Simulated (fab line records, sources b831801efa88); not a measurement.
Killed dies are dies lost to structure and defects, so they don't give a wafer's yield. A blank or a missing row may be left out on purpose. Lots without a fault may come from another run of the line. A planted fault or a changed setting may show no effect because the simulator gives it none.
Which tool did it? | flow gf180mcu | 6 lots, 18 wafers sampled, at 2 steps of a route of 602

WHAT THE GAUGES READ, wafer by wafer
GF_VT_IMPLANT_RS_MEAS_49: measures by four-point-probe.
lot  | measured     | on            | MVPSD_RS (ohm/sq)
L675 | day 7 20:00  | film_metro-02 | 1173 1174 1172
L680 | day 8 23:56  | film_metro-04 | 1174 1173 1172
L686 | day 10 21:29 | film_metro-02 | 1171 1171 1171
L690 | day 12 03:29 | film_metro-04 | 1184 1187 1184 1181 1186 1183
L693 | day 12 20:40 | film_metro-02 | 1165 1170 1167
L695 | day 14 01:11 | film_metro-03 | 1166 1163 1166

WHICH TOOL RAN EACH LOT (tool, then ch and the chambers of the sampled wafers, then the start)
lot  | GF_MVPSD_IMPLANT_09
L675 | implanter-01 ch 0, day 5 08:38
L680 | implanter-03 ch 0, day 6 09:52
L686 | implanter-03 ch 0, day 7 23:20
L690 | implanter-03 ch 0, day 9 01:38
L693 | implanter-02 ch 0, day 9 17:26
L695 | implanter-01 ch 0, day 10 18:52
- GF_MVPSD_IMPLANT_09

THE ANSWER, worked out from the rows above alone
Rule: what is usual is taken from the lots themselves. Put in order of their means at a reading, lots are off if they are a third of the lots or fewer, leave a main group of 4 or more, and stand apart from it by a gap of 3 or more times the standard deviation of the main group's means; of several such gaps the widest counts. A main group whose means are all the same, to the digits that the tables above print for the reading, isn't used. A lot without any number at a reading at which 4 lots or more have one is off too. The other lots that the step has rows for count as sound.
Off: L690, at GF_VT_IMPLANT_RS_MEAS_49 (MVPSD_RS). The main group: mean 1170 ohm/sq, standard deviation 3.2.
A tool fits if, at a process step before that reading, it ran every lot that is off, and no sound lot after the first of them. The gauges at GF_VT_IMPLANT_RS_MEAS_49 are tried like those tools. Can't be told from this: 2 tools fit, implanter-03 at GF_MVPSD_IMPLANT_09, film_metro-04 at GF_VT_IMPLANT_RS_MEAS_49.

WHAT THE SIMULATOR HAD PUT IN
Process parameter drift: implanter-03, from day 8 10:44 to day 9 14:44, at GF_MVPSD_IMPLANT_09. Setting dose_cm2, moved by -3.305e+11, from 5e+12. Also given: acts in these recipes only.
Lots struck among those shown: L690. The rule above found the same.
